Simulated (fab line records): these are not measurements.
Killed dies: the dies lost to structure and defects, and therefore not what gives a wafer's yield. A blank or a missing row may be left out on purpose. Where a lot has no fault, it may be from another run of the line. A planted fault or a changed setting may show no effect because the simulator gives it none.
fab line records    flow sky130
record: lots: 6  wafers: 16  last-day: 50
route steps=708 shown VIA2@509
lots with no fault: from the same line, run without faults
start-h: hours from the record's first day to the start of the lot's first wafer shown    wait-h: hours since the lot's step before    " unchanged from the row above    L1.1+2: several wafers, shown together as one row    - either no value or no given start    * or withheld: withheld    < > ~ a bound
route shown NAME@n: a module of which the file shows steps, and the number in the route of the first    usual: the fault-free wafers' mean and standard deviation    same: alike in all rows    chamber/n: place in a boat    sites: the reading at each site    _std_site: standard deviation of those values    _edge_site: inner sites' mean taken away from outer sites' mean    radius-mm: for every site, how far away it sits from the centre of the wafer    mask NAME#n: copy n    behind: tool/chamber where the wafer was last shaped    hold: what put the lot on hold/how long, in hours/how the hold closed    device: the n, p or np transistor that did not switch    end of line: tests of these same wafers at the route's end    for a step that has no rows: nothing shown but its recipe    killed: the dies lost at the first sort to structure and to defects; this is not the yield of the wafer    map: a wafer's dies, x killed, . not, _ none there
set.NAME: the setting that was run; set.NAME@STEP: the one run at that earlier step    model.NAME: the simulator's own value behind a step, which no gauge read
lots seen at some steps along the route; tables by step, rows by wafer
services: the hour from which a tool's chamber was out of use, counted from the record's first day as start-h (under 0 if before that day), plus the number of hours and why
== steps ==
step: SKY_VIA2_CMP_02
recipe: material: SiO2  down-force-psi: 4  platen-rpm: 60  pad-velocity-m-s: 0.94248
usual: edge-zone-pressure-frac: 1.001/0.0051  motor-current-A: 12.6/2.1
lot.wafer  tool    chamber  start-h  wait-h  edge-zone-pressure-frac  motor-current-A
L859.4     cmp-01  3        845.51   0.1     0.994                    11.9
L859.6     "       1        "        "       1.005                    10.2
L859.5     "       2        "        "       1.006                    17.0
L860.1     cmp-02  2        856.48   0.1     1.006                    11.2
L860.2     "       0        "        "       0.998                    12.5
L860.4     "       1        "        "       1.001                    13.2
L869.3     cmp-01  1        917.07   0.1     1.007                    10.7
L869.1     "       2        "        "       1.010                    16.9
L870.1     cmp-02  0        930.52   0.1     0.997                    11.9
L870.6     "       2        "        "       1.000                    10.7
L874.4     cmp-01  1        953.63   0.0     0.997                    10.9
L874.3     "       2        "        "       1.004                    17.4
L874.2     "       3        "        "       1.002                    11.9
L877.3     cmp-02  0        973.03   0.1     0.997                    11.7
L877.1     "       1        "        "       0.996                    13.9
L877.6     "       3        "        "       0.991                    14.0
step: SKY_VIA2_BOW_MEAS_03
recipe: mode: bow
usual: VIA2_BOW: 86/6.9
lot.wafer  tool           chamber  start-h  wait-h  VIA2_BOW[um]
L859.4     film-metro-02  -        845.77   0.2     105
L859.5     "              -        "        "       85
L859.6     "              -        "        "       91
L860.1     film-metro-02  -        856.78   0.2     79
L860.2     "              -        "        "       78
L860.4     "              -        "        "       76
L869.1     film-metro-02  -        917.32   0.1     93
L869.3     "              -        "        "       79
L870.1     film-metro-02  -        930.72   0.1     86
L870.6     "              -        "        "       94
L874.2     film-metro-01  -        953.95   0.2     88
L874.3     "              -        "        "       92
L874.4     "              -        "        "       90
L877.1     film-metro-01  -        973.23   0.1     79
L877.3     "              -        "        "       78
L877.6     "              -        "        "       76
step: SKY_VIA2_DEHYDRATE_04
recipe: temp-c: 200  time-s: 60
step: SKY_VIA2_HMDS_05
recipe: prime-time-s: 60  prime-temp-c: 120
step: SKY_VIA2_COAT_06
recipe: resist: BARC  temp-c: withheld  time-s: withheld  spin-rpm: 3000  resist-thk-nm: 60
step: SKY_VIA2_COAT_07
recipe: resist: KrF-thick  spin-rpm: 3000  resist-thk-nm: 450
step: SKY_VIA2_SOFTBAKE_08
recipe: temp-c: 100  time-s: 90  resist: KrF-thick
step: SKY_VIA2_EXPOSE_09
recipe: mask-id: VIM2  na: 0.8  source-shape: annular  sigma-inner: 0.55  sigma-outer: 0.85  target-cd-nm: 200  dose-mj: 38
step: SKY_VIA2_PEB_10
recipe: peb-temp-c: withheld  peb-time-s: withheld  resist: KrF-thick
step: SKY_VIA2_DEVELOP_11
recipe: develop-time-s: 60  resist: KrF-thick  dev-temp-c: 21
step: SKY_VIA2_CD_MEAS_12
recipe: target-cd-nm: 200
usual: cd-nm: 200.3/1.6
lot.wafer  tool       chamber  start-h  wait-h  cd-nm
L859.4     cd-sem-01  -        871.24   -       200.9
L859.5     "          -        "        "       201.5
L859.6     "          -        "        "       200.8
L860.1     cd-sem-02  -        882.04   -       199.4
L860.2     "          -        "        "       200.4
L860.4     "          -        "        "       200.7
L869.1     cd-sem-01  -        941.01   -       200.0
L869.3     "          -        "        "       199.5
L870.1     cd-sem-02  -        954.74   -       200.0
L870.6     "          -        "        "       200.2
L874.2     cd-sem-02  -        977.38   -       201.3
L874.3     "          -        "        "       201.1
L874.4     "          -        "        "       202.6
L877.1     cd-sem-01  -        996.87   -       196.2
L877.3     "          -        "        "       197.8
L877.6     "          -        "        "       198.4
step: SKY_VIA2_OVL_MEAS_13
usual: VIA2_OVL: 1/5.6
lot.wafer  tool        chamber  start-h  wait-h  VIA2_OVL[nm]
L859.4     overlay-02  -        871.32   0.1     8
L859.5     "           -        "        "       2
L859.6     "           -        "        "       9
L860.1     overlay-01  -        882.16   0.1     -4
L860.2     "           -        "        "       -4
L860.4     "           -        "        "       2
L869.1     overlay-02  -        941.13   0.1     1
L869.3     "           -        "        "       -2
L870.1     overlay-02  -        954.86   0.1     6
L870.6     "           -        "        "       3
L874.2     overlay-01  -        977.49   0.1     -1
L874.3     "           -        "        "       7
L874.4     "           -        "        "       0
L877.1     overlay-01  -        996.99   0.1     -3
L877.3     "           -        "        "       -9
L877.6     "           -        "        "       -5
step: SKY_VIA2_ETCH_14
recipe: chemistry: N2/H2  target: BARC  ion-energy-ev: 200  source-w: 500  bias-w: 100  pressure-mtorr: 30  n2-flow-sccm: 100  h2-flow-sccm: 200  stop-on: SiO2  time-s: 45.9  target-depth-a: 600
usual: drypump-motor-current-A: 5.9/0.45  oes-product-au: 0.854/0.0042  throttle-valve-pct: 13.225/0.0086
lot.wafer  tool         chamber  start-h  wait-h  drypump-motor-current-A  oes-product-au  rf-hours-counter-h  throttle-valve-pct  model.KrF-thick_of_VIA2_COAT_07.thk-nm
L859.4     rie-diel-04  1        871.36   0.0     6.5                      0.860           -                   13.219              391.4
L859.5     "            0        "        "       6.3                      0.850           -                   13.227              392
L859.6     "            3        "        "       5.2                      0.851           -                   13.221              390.8
L860.1     rie-diel-02  3        882.19   0.0     6.1                      0.857           24                  13.229              392.5
L860.2     "            1        "        "       5.9                      0.853           4                   13.224              391.1
L860.4     "            1        "        "       5.9                      0.854           -                   13.222              392.1
L869.1     rie-diel-04  0        941.17   0.0     6.3                      0.853           13                  13.215              395.3
L869.3     "            3        "        "       5.3                      0.848           12                  13.232              403.9
L870.1     rie-diel-04  2        954.89   0.0     5.7                      0.849           16                  13.228              392.5
L870.6     "            2        "        "       5.7                      0.852           -                   13.227              401.3
L874.2     rie-diel-03  1        977.52   0.0     5.2                      0.859           16                  13.218              391.4
L874.3     "            3        "        "       5.7                      0.847           21                  13.225              393.1
L874.4     "            0        "        "       6.4                      0.855           21                  13.231              392.3
L877.1     rie-diel-03  0        997.03   0.0     6.4                      0.855           22                  13.212              393.3
L877.3     "            3        "        "       5.7                      0.858           21                  13.228              394.2
L877.6     "            1        "        "       5.2                      0.851           -                   13.211              393.9
step: SKY_VIA2_ETCH_15
recipe: target: SiO2  chemistry: C4F8/O2/Ar  target-depth-nm: 546  stop-on: TiN  mask-material: KrF-thick  source-w: 1500  bias-w: 1200  pressure-mtorr: 40  c4f8-flow-sccm: withheld  O2_flow_sccm: 6  Ar_flow_sccm: 300  time-s: 84
usual: oes-product-au: 0.940/0.0047
lot.wafer  tool         chamber  start-h  wait-h  oes-product-au  rf-hours-counter-h  model.KrF-thick_of_VIA2_COAT_07.thk-nm
L859.4     rie-diel-04  1        871.41   0.0     0.942           -                   280
L859.5     "            0        "        "       0.941           -                   284.6
L859.6     "            3        "        "       0.935           -                   280.6
L860.1     rie-diel-02  3        882.24   0.0     0.940           24                  284.3
L860.2     "            1        "        "       0.938           4                   280
L860.4     "            1        "        "       0.941           -                   280.9
L869.1     rie-diel-04  0        941.21   0.0     0.937           13                  288.8
L869.3     "            3        "        "       0.935           12                  295
L870.1     rie-diel-04  2        954.93   0.0     0.933           16                  281.2
L870.6     "            2        "        "       0.945           -                   290.5
L874.2     rie-diel-03  1        977.56   0.0     0.948           16                  281.8
L874.3     "            3        "        "       0.941           21                  284.1
L874.4     "            0        "        "       0.940           21                  280.9
L877.1     rie-diel-03  0        997.07   0.0     0.938           22                  282.5
L877.3     "            3        "        "       0.948           21                  285
L877.6     "            1        "        "       0.945           -                   284.9
step: SKY_VIA2_STRIP_16
recipe: chemistry: O2/N2  power-w: 1400  pressure-mtorr: 1500  platen-temp-c: withheld  o2-flow-sccm: 3000  n2-flow-sccm: 300  overash-fraction: 0.5
usual: drypump-motor-current-A: 5.9/0.3  oes-product-au: 0.398/0.005  strip-time-to-endpoint-s: 4.042/0.025
lot.wafer  tool             chamber  start-h  wait-h  drypump-motor-current-A  oes-product-au  rf-hours-counter-h  strip-time-to-endpoint-s
L859.4     plasma-asher-03  1        871.48   0.0     5.3                      0.398           -                   4.000
L859.5     "                1        "        "       5.3                      0.389           -                   4.052
L859.6     "                0        "        "       6.0                      0.394           -                   4.019
L860.1     plasma-asher-01  0        882.30   0.0     5.9                      0.397           46                  4.052
L860.2     "                1        "        "       6.2                      0.402           46                  4.008
L860.4     "                0        "        "       5.9                      0.396           -                   4.006
L869.1     plasma-asher-01  1        941.27   0.0     6.2                      0.394           52                  4.110
L869.3     "                1        "        "       6.2                      0.408           -                   4.164
L870.1     plasma-asher-01  0        955.00   0.0     5.9                      0.400           54                  4.026
L870.6     "                1        "        "       6.2                      0.400           -                   4.121
L874.2     plasma-asher-02  0        977.62   0.0     5.9                      0.397           85                  4.029
L874.3     "                1        "        "       5.8                      0.404           -                   4.051
L874.4     "                0        "        "       5.8                      0.392           -                   4.039
L877.1     plasma-asher-02  1        997.13   0.0     5.8                      0.393           87                  4.034
L877.3     "                1        "        "       5.7                      0.401           -                   4.053
L877.6     "                0        "        "       5.9                      0.406           -                   4.077
step: SKY_VIA2_STRIP_17
recipe: chemistry: post-etch-residue-remover  time-s: 1200  temp-c: 72.5
== services ==
tool             chamber  start-h  hours  kind
plasma-asher-03  -        829.64   5.9    repair
plasma-asher-01  -        834.80   2.2    repair
rie-diel-04      -        843.61   1.6    repair
plasma-asher-02  -        851.03   0.5    repair
rie-diel-03      1        858.35   1.2    repair
cmp-01           -        860.38   0.3    repair
plasma-asher-02  -        861.75   1.2    repair
rie-diel-04      2        867.99   9.0    repair
rie-diel-03      3        868.54   2.5    repair
rie-diel-04      1        873.05   6.6    repair
rie-diel-02      2        875.45   4.0    repair
cmp-01           -        884.03   6.3    pm
rie-diel-04      2        884.98   3.1    repair
cmp-02           -        903.55   0.6    repair
cmp-01           -        912.46   4.0    pm
cmp-01           -        916.46   -      consumable-replace:conditioner
cmp-01           -        937.22   11.2   pm
rie-diel-02      -        939.32   2.8    pm
rie-diel-02      3        958.98   3.9    repair
cmp-02           -        976.79   14.1   pm
rie-diel-03      -        978.66   2.8    pm
rie-diel-02      1        987.06   4.1    repair
cmp-02           -        990.93   4.3    pm
rie-diel-02      1        992.92   3.9    repair
== key ==
first-sign: step: SKY_VIA2_STRIP_16  reading: strip-time-to-endpoint-s  direction: up  sigmas: 4  usual: *  struck: *
effect none on later readings
model-effect: step: SKY_VIA2_ETCH_14  value: KrF-thick_of_VIA2_COAT_07.thk-nm  without: 393.6  struck: 402.6
model-effect: step: SKY_VIA2_ETCH_15  value: KrF-thick_of_VIA2_COAT_07.thk-nm  without: 283.9  struck: 292.8
met-at SKY_VIA2_ETCH_14
struck-wafers L869.3,L870.6
sort-left-out L869.3,L870.6
onset-between 871.36 941.17
fault: kind: process-parameter-drift  tool: rie-diel-04  chamber: -  onset-h: 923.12  steps: SKY_VIA2_ETCH_14  channel: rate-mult  offset: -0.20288  shape: step  end-h: 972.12  scope: struck-wafers-only
sort-left-out: the simulated sort isn't trusted on such a fault, so these wafers' sort isn't shown, and their yield isn't known
